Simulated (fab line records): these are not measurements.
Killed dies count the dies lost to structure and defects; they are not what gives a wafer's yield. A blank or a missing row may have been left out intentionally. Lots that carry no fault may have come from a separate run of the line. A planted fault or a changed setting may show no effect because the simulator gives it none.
Which of the tools did it? | flow gf180mcu | 6 lots, 18 wafers sampled, at 3 steps of a route of 602

== WHAT THE GAUGES SHOWED, per wafer ==
GF_PASSIVATION_THK_MEAS_01.
lot  | measured     | on            | PASSIVATION_CVD_00_THK (nm)
L463 | day 29 03:52 | film_metro-04 | 976 994 1006
L465 | day 29 20:41 | film_metro-03 | 981 842 1003
L473 | day 32 07:50 | film_metro-04 | 981 1001 1007
L476 | day 33 00:25 | film_metro-03 | 989 995 995
L479 | day 33 18:28 | film_metro-03 | 1017 1010 1031
L482 | day 34 08:22 | film_metro-04 | 1019 979 1011

== TOOL THAT RAN EACH LOT (tool first, then ch and the chambers of the sampled wafers, then the start) ==
lot  | GF_V5_STRIP_18                       | GF_PASSIVATION_CVD_00
L463 | plasma_asher-03 ch 0,1, day 28 06:05 | pecvd-01 ch 0,1, day 29 03:47
L465 | plasma_asher-03 ch 0,1, day 28 23:16 | pecvd-03 ch 0,2, day 29 20:36
L473 | plasma_asher-03 ch 0,1, day 31 12:28 | pecvd-02 ch 0,1, day 32 07:45
L476 | plasma_asher-02 ch 0,1, day 32 05:41 | pecvd-02 ch 0,1,2, day 33 00:19
L479 | plasma_asher-03 ch 1, day 33 00:01   | pecvd-03 ch 1,2, day 33 18:24
L482 | plasma_asher-03 ch 0,1, day 33 15:43 | pecvd-03 ch 0,1,2, day 34 08:17
- GF_V5_STRIP_18: strips in O2/N2.
- GF_PASSIVATION_CVD_00: deposits SiO2 from TEOS, target thk 1000 nm, time 111.95 s.

== THE ANSWER, worked out from the rows above alone ==
Rule: usual is defined by the lots themselves. The widest of any qualifying gaps counts: lots, ordered by their means at a reading, are off when they make up no more than a third of the lots, leave a main group of 4 or more, and stand apart from it by 3 or more times the standard deviation of that group's means. If all means in a main group match to the digits the tables above print for the reading, that group is not used. A lot without any number at a reading at which 4 lots or more have one is off too. The other lots that the step has rows for count as sound.
Off: at GF_PASSIVATION_THK_MEAS_01 (PASSIVATION_CVD_00_THK), L465. For the main group the mean is 1001 nm and the standard deviation 10.
A tool fits if, at a process step before that reading, it ran every lot that is off, and no sound lot after the first of them. Gauges at GF_PASSIVATION_THK_MEAS_01: tried the same way as those tools. No candidate that was tried fits.

== WHAT THE SIMULATOR HAD INSERTED ==
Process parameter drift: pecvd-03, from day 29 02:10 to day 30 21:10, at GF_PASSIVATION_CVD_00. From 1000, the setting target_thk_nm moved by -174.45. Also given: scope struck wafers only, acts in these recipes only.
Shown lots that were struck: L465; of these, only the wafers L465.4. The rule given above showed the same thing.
